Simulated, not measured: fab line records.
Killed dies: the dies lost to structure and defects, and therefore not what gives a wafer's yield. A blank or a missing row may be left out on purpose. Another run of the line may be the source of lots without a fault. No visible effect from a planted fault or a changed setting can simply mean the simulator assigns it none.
fab line records || flow sky130
record: {"lots": 14, "wafers": 42, "lastDay": 50}
route steps=708 shown LDD_N@252 PAD_OPEN@708
lots that met no fault: taken from a fault-free run of the same line
startH: the number of hours between the record's first day and the start of the first shown wafer of the lot || waitH: hours from the lot's prior step to this one || " same as the row above || L1.1+2: a row that stands for several wafers || - no value, or no start was given || * or withheld: withheld || < > ~ a bound
route shown NAME@n: names a module that has steps shown in the file, with the first one's number in the route || usual: mean and standard deviation over wafers with no fault || same: alike in all rows || chamber/n: place in a boat || sites: each site's reading || _std_site: their standard deviation || _edge_site: the outer-site mean with the inner-site mean subtracted || radiusMm: for every site, how far away it sits from the centre of the wafer || mask NAME#n: copy n || behind: the most recent tool/chamber to have shaped the wafer || hold: cause of the lot's hold/its duration in hours/its outcome || device: transistor that didn't switch, given as n, p or np || end of line: the route-end tests of the same wafers || a step with no rows: only its recipe || killed: at the first sort, the dies lost to defects and structure; wafer yield is something else || map: shows each die of a wafer: x if killed, . if not, _ if none is there
set.NAME: setting as actually run; set.NAME@STEP: the setting as run at that earlier step || model.NAME: the simulator's own value behind a step, which no gauge read
steps of the route over a sample of lots; a table a step, a row a wafer
services: a tool's chamber out of use, with start hour (startH, from the record's first day; less than 0 if before it), hours out, and reason
== steps ==
step: SKY_LDD_N_IMPLANT_15
recipe: {"species": "BF2", "energyKev": 50, "doseCm2": 5e+12, "tiltDeg": 30, "rotationDeg": 270}
usual: {"beamOnS": "9.99/0.19", "rotationDeg": "270.00/0.07", "tiltDeg": "30.002/0.022"}
{"lot.wafer": "L942.1", "tool": "implanter-04", "chamber": 0, "startH": 406.87, "waitH": 0.1, "beamOnS": 9.89, "rotationDeg": 270.02, "tiltDeg": 29.970}
{"lot.wafer": "L942.3", "tool": "implanter-04", "chamber": 0, "startH": 406.87, "waitH": 0.1, "beamOnS": 10.22, "rotationDeg": 270.06, "tiltDeg": 29.986}
{"lot.wafer": "L942.6", "tool": "implanter-04", "chamber": 0, "startH": 406.87, "waitH": 0.1, "beamOnS": 10.12, "rotationDeg": 269.99, "tiltDeg": 30.030}
{"lot.wafer": "L944.1", "tool": "implanter-03", "chamber": 0, "startH": 424.12, "waitH": 0.1, "beamOnS": 9.90, "rotationDeg": 269.92, "tiltDeg": 29.991}
{"lot.wafer": "L944.2", "tool": "implanter-03", "chamber": 0, "startH": 424.12, "waitH": 0.1, "beamOnS": 9.95, "rotationDeg": 269.99, "tiltDeg": 30.011}
{"lot.wafer": "L944.3", "tool": "implanter-03", "chamber": 0, "startH": 424.12, "waitH": 0.1, "beamOnS": 10.21, "rotationDeg": 269.95, "tiltDeg": 29.999}
{"lot.wafer": "L947.1", "tool": "implanter-04", "chamber": 0, "startH": 445.47, "waitH": 0.1, "beamOnS": 9.98, "rotationDeg": 270.04, "tiltDeg": 29.993}
{"lot.wafer": "L947.2", "tool": "implanter-04", "chamber": 0, "startH": 445.47, "waitH": 0.1, "beamOnS": 10.10, "rotationDeg": 269.87, "tiltDeg": 30.004}
{"lot.wafer": "L947.4", "tool": "implanter-04", "chamber": 0, "startH": 445.47, "waitH": 0.1, "beamOnS": 9.91, "rotationDeg": 269.95, "tiltDeg": 30.004}
{"lot.wafer": "L949.3", "tool": "implanter-02", "chamber": 0, "startH": 485.52, "waitH": 0.1, "beamOnS": 10.09, "rotationDeg": 270.12, "tiltDeg": 29.972}
{"lot.wafer": "L949.5", "tool": "implanter-02", "chamber": 0, "startH": 485.52, "waitH": 0.1, "beamOnS": 10.07, "rotationDeg": 270.06, "tiltDeg": 29.987}
{"lot.wafer": "L949.6", "tool": "implanter-02", "chamber": 0, "startH": 485.52, "waitH": 0.1, "beamOnS": 9.97, "rotationDeg": 270.06, "tiltDeg": 30.000}
{"lot.wafer": "L952.3", "tool": "implanter-03", "chamber": 0, "startH": 500.97, "waitH": 0.1, "beamOnS": 9.95, "rotationDeg": 269.88, "tiltDeg": 0.008}
{"lot.wafer": "L952.5", "tool": "implanter-03", "chamber": 0, "startH": 500.97, "waitH": 0.1, "beamOnS": 9.97, "rotationDeg": 270.00, "tiltDeg": -0.001}
{"lot.wafer": "L952.6", "tool": "implanter-03", "chamber": 0, "startH": 500.97, "waitH": 0.1, "beamOnS": 9.86, "rotationDeg": 270.09, "tiltDeg": 0.019}
{"lot.wafer": "L954.4", "tool": "implanter-03", "chamber": 0, "startH": 507.89, "waitH": 0.1, "beamOnS": 10.07, "rotationDeg": 269.96, "tiltDeg": 0.029}
{"lot.wafer": "L954.5", "tool": "implanter-03", "chamber": 0, "startH": 507.89, "waitH": 0.1, "beamOnS": 10.02, "rotationDeg": 269.79, "tiltDeg": 0.017}
{"lot.wafer": "L954.6", "tool": "implanter-03", "chamber": 0, "startH": 507.89, "waitH": 0.1, "beamOnS": 10.36, "rotationDeg": 269.96, "tiltDeg": 0.018}
{"lot.wafer": "L957.1", "tool": "implanter-02", "chamber": 0, "startH": 536.37, "waitH": 0.1, "beamOnS": 10.02, "rotationDeg": 270.02, "tiltDeg": 30.042}
{"lot.wafer": "L957.4", "tool": "implanter-02", "chamber": 0, "startH": 536.37, "waitH": 0.1, "beamOnS": 10.15, "rotationDeg": 269.95, "tiltDeg": 29.999}
{"lot.wafer": "L957.6", "tool": "implanter-02", "chamber": 0, "startH": 536.37, "waitH": 0.1, "beamOnS": 9.94, "rotationDeg": 270.01, "tiltDeg": 29.979}
{"lot.wafer": "L958.1", "tool": "implanter-04", "chamber": 0, "startH": 549.22, "waitH": 0.1, "beamOnS": 9.98, "rotationDeg": 270.00, "tiltDeg": 30.041}
{"lot.wafer": "L958.4", "tool": "implanter-04", "chamber": 0, "startH": 549.22, "waitH": 0.1, "beamOnS": 10.07, "rotationDeg": 270.00, "tiltDeg": 30.007}
{"lot.wafer": "L958.6", "tool": "implanter-04", "chamber": 0, "startH": 549.22, "waitH": 0.1, "beamOnS": 9.58, "rotationDeg": 270.04, "tiltDeg": 30.026}
{"lot.wafer": "L959.1", "tool": "implanter-04", "chamber": 0, "startH": 551.47, "waitH": 0.1, "beamOnS": 10.19, "rotationDeg": 269.98, "tiltDeg": 30.006}
{"lot.wafer": "L959.5", "tool": "implanter-04", "chamber": 0, "startH": 551.47, "waitH": 0.1, "beamOnS": 10.02, "rotationDeg": 270.00, "tiltDeg": 29.996}
{"lot.wafer": "L959.6", "tool": "implanter-04", "chamber": 0, "startH": 551.47, "waitH": 0.1, "beamOnS": 10.02, "rotationDeg": 270.01, "tiltDeg": 29.975}
{"lot.wafer": "L961.1", "tool": "implanter-03", "chamber": 0, "startH": 567.82, "waitH": 0.1, "beamOnS": 10.08, "rotationDeg": 270.00, "tiltDeg": 30.020}
{"lot.wafer": "L961.2", "tool": "implanter-03", "chamber": 0, "startH": 567.82, "waitH": 0.1, "beamOnS": 9.72, "rotationDeg": 269.96, "tiltDeg": 29.974}
{"lot.wafer": "L961.6", "tool": "implanter-03", "chamber": 0, "startH": 567.82, "waitH": 0.1, "beamOnS": 9.55, "rotationDeg": 270.03, "tiltDeg": 29.998}
{"lot.wafer": "L962.1", "tool": "implanter-03", "chamber": 0, "startH": 574.82, "waitH": 0.1, "beamOnS": 10.05, "rotationDeg": 270.08, "tiltDeg": 30.012}
{"lot.wafer": "L962.2", "tool": "implanter-03", "chamber": 0, "startH": 574.82, "waitH": 0.1, "beamOnS": 9.93, "rotationDeg": 269.95, "tiltDeg": 29.982}
{"lot.wafer": "L962.5", "tool": "implanter-03", "chamber": 0, "startH": 574.82, "waitH": 0.1, "beamOnS": 10.19, "rotationDeg": 270.02, "tiltDeg": 29.962}
{"lot.wafer": "L963.3", "tool": "implanter-03", "chamber": 0, "startH": 583.42, "waitH": 0.1, "beamOnS": 10.24, "rotationDeg": 270.04, "tiltDeg": 30.032}
{"lot.wafer": "L963.4", "tool": "implanter-03", "chamber": 0, "startH": 583.42, "waitH": 0.1, "beamOnS": 10.12, "rotationDeg": 269.87, "tiltDeg": 30.015}
{"lot.wafer": "L963.6", "tool": "implanter-03", "chamber": 0, "startH": 583.42, "waitH": 0.1, "beamOnS": 10.12, "rotationDeg": 270.04, "tiltDeg": 29.987}
{"lot.wafer": "L964.2", "tool": "implanter-04", "chamber": 0, "startH": 599.05, "waitH": 0.1, "beamOnS": 9.82, "rotationDeg": 270.01, "tiltDeg": 30.003}
{"lot.wafer": "L964.3", "tool": "implanter-04", "chamber": 0, "startH": 599.05, "waitH": 0.1, "beamOnS": 10.25, "rotationDeg": 269.92, "tiltDeg": 30.004}
{"lot.wafer": "L964.5", "tool": "implanter-04", "chamber": 0, "startH": 599.05, "waitH": 0.1, "beamOnS": 10.14, "rotationDeg": 270.07, "tiltDeg": 30.010}
{"lot.wafer": "L965.1", "tool": "implanter-04", "chamber": 0, "startH": 604.82, "waitH": 0.1, "beamOnS": 9.95, "rotationDeg": 269.94, "tiltDeg": 29.996}
{"lot.wafer": "L965.2", "tool": "implanter-04", "chamber": 0, "startH": 604.82, "waitH": 0.1, "beamOnS": 9.80, "rotationDeg": 270.16, "tiltDeg": 29.982}
{"lot.wafer": "L965.3", "tool": "implanter-04", "chamber": 0, "startH": 604.82, "waitH": 0.1, "beamOnS": 10.08, "rotationDeg": 270.03, "tiltDeg": 30.016}
step: SKY_PAD_OPEN_PROBE_99
usual: {"killed_at_M0_to_M3": "43/7.7", "killed_at_M4_up": "2.9/1.7", "killedAtContacts": "24/5.5", "killedAtFrontEnd": "15/4", "killedAtOther": "0.4/0.66", "killedDies": "86/9.4", "killedOpen": "47/6.7", "killedShort": "38/6.2"}
same: {"grossDies": 492, "killedAtBackSide": 0}
{"lot.wafer": "L957.1", "tool": "prober-01", "chamber": "-", "startH": 1164.63, "waitH": 0.1, "killed_at_M0_to_M3": 45, "killed_at_M4_up": 4, "killedAtContacts": 25, "killedAtFrontEnd": 16, "killedAtOther": 2, "killedDies": 92, "killedOpen": 49, "killedShort": 42}
{"lot.wafer": "L957.4", "tool": "prober-01", "chamber": "-", "startH": 1164.78, "waitH": 0.2, "killed_at_M0_to_M3": 57, "killed_at_M4_up": 1, "killedAtContacts": 21, "killedAtFrontEnd": 14, "killedAtOther": 1, "killedDies": 94, "killedOpen": 62, "killedShort": 32}
{"lot.wafer": "L957.6", "tool": "prober-01", "chamber": "-", "startH": 1164.88, "waitH": 0.2, "killed_at_M0_to_M3": 46, "killed_at_M4_up": 4, "killedAtContacts": 15, "killedAtFrontEnd": 18, "killedAtOther": 0, "killedDies": 83, "killedOpen": 49, "killedShort": 32}
killed by level:class
L957.1 VIA1:geometricParticle:open=17 LI_CONTACT:geometricParticle:open=9 VIA1:geometricParticle:short=8 LOCAL_INTERCONNECT:geometricParticle:short=6 CONTACT:geometricParticle:open=5 FIELD_ISO:geometricParticle:short=4 POLY_GATE:geometricParticle:open=4 METAL1:geometricParticle:short=4
L957.4 VIA1:geometricParticle:open=17 CONTACT:geometricParticle:open=11 VIA2:geometricParticle:open=11 METAL2:geometricParticle:short=6 VIA3:geometricParticle:open=6 CONTACT:geometricParticle:short=4 METAL1:geometricParticle:short=4 VIA3:geometricParticle:short=4
L957.6 VIA1:geometricParticle:open=12 VIA2:geometricParticle:open=7 CONTACT:geometricParticle:open=6 VIA1:geometricParticle:short=6 CONTACT:geometricParticle:short=5 METAL1:geometricParticle:short=5 FIELD_ISO:geometricParticle:open=4 VIA3:geometricParticle:open=4
== services ==
{"tool": "implanter-03", "chamber": "-", "startH": 417.47, "hours": 5.4, "kind": "repair"}
{"tool": "implanter-02", "chamber": "-", "startH": 429.40, "hours": 4.1, "kind": "repair"}
{"tool": "implanter-03", "chamber": "-", "startH": 479.74, "hours": 6.4, "kind": "pm"}
{"tool": "implanter-03", "chamber": "-", "startH": 518.11, "hours": 3.1, "kind": "repair"}
{"tool": "implanter-03", "chamber": "-", "startH": 601.23, "hours": 0.6, "kind": "repair"}
{"tool": "implanter-03", "chamber": "-", "startH": 603.69, "hours": 23.2, "kind": "pm"}
== key ==
firstSign: {"step": "SKY_LDD_N_IMPLANT_15", "reading": "tiltDeg", "direction": "down", "sigmas": "99+", "usual": "*", "struck": "*"}
effect none on later readings
metAt SKY_LDD_N_IMPLANT_15
struckLots L952,L954
testerLeftOut L952,L954
onsetBetween 424.12 500.97
fault: {"kind": "processParameterDrift", "tool": "implanter-03", "chamber": "-", "onsetH": 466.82, "steps": "SKY_LDD_N_IMPLANT_15", "channel": "tiltDeg", "offset": "*", "shape": "step", "endH": 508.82, "actsIn": "*", "stated": "*"}
testerLeftOut: of these lots the tester's yield and bins aren't shown, on N5 and GAA mostly nor the transistor test; their killed dies are dies lost to structure and defects alone, not to doping, threshold or leakage, so they don't give the yield
